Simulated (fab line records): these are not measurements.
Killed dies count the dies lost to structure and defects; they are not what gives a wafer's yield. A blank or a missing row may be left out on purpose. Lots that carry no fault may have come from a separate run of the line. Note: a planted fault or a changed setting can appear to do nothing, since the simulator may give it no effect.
The same fault as seen by 2 desks | flow gf180mcu | what lay behind the numbers comes last; until then each desk has only its own

== AT THE METROLOGY DESK ==
Means of the sampled wafers that have a number, per lot and without regard to the tool the lot ran on: this is what the gauges read. Marked OUT: a lot whose mean sits more than 4 standard deviations from the usual mean, which makes it out of limits; the brackets give that distance.
Columns: A = cd-nm at GF_M2_CD_MEAS_14, usual 280.4 nm
lot  | first seen here | A
L703 | day 19 04:46    | 282.0
L705 | day 19 18:04    | 279.8
L706 | day 20 09:41    | 278.7
L707 | day 20 13:29    | 281.0
L708 | day 21 04:24    | 295.6 (+12) OUT
L712 | day 22 18:10    | 280.7
L714 | day 23 00:49    | 292.1 (+9.0) OUT
L715 | day 23 15:37    | 277.7
L722 | day 26 12:46    | 279.0
L723 | day 26 13:31    | 280.7
L724 | day 26 17:58    | 278.8
This desk's finding: out of limits on L708, L714; first on L708, day 21 04:24 (cd-nm at GF_M2_CD_MEAS_14). Within limits: L703, L705, L706, L707, L712, L715, L722, L723, L724.

== AT THE TOOL OWNER'S DESK: krf-scanner-02 ==
The tool's own readings at GF_M2_EXPOSE_11 (exposes mask Metal2, target cd 280 nm): means of the sampled wafers that have a number, for each lot that ran on this tool. Marked OUT: a lot whose mean sits more than 4 standard deviations from the usual mean, which makes it out of limits; the brackets give that distance.
Columns: A = exposure-dose-mJ-cm2 at GF_M2_EXPOSE_11, usual 27.94; B = focus-offset-nm at GF_M2_EXPOSE_11, usual 0.0 nm; C = reticle-temp-C at GF_M2_EXPOSE_11, usual 22.98 C
lot  | first seen here | A               | B    | C
L703 | day 18 17:01    | 27.94           | -0.8 | 22.92
L705 | day 19 05:29    | 27.95           | 0.0  | 22.85
L706 | day 19 21:08    | 27.93           | 0.5  | 23.09
L707 | day 20 00:53    | 27.92           | 0.5  | 23.05
L708 | day 20 16:22    | 25.39 (-85) OUT | -0.3 | 22.92
L714 | day 22 14:09    | 25.90 (-68) OUT | -0.4 | 22.89
This desk's finding: out of limits on L708, L714; first on L708, day 20 16:22 (exposure-dose-mJ-cm2 at GF_M2_EXPOSE_11). Within limits: L703, L705, L706, L707.

== ALL TOGETHER ==
At day 20 16:22, on L708, L714, the tool owner's desk was in a position to raise an alarm.
At day 21 04:24 the metrology desk could have sounded an alarm, on L708, L714.
Every lot named ran GF_M2_EXPOSE_11 on krf-scanner-02.

== WHAT THE SIMULATOR HAD PUT IN ==
Drift in process parameters on krf-scanner-02 at GF_M2_EXPOSE_11, starting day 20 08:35. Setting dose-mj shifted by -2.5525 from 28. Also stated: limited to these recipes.
Shown lots that were struck: L708, L714.
Fault start to first reading out of limits, in hours, per desk: tool owner, 8; metrology, 20.
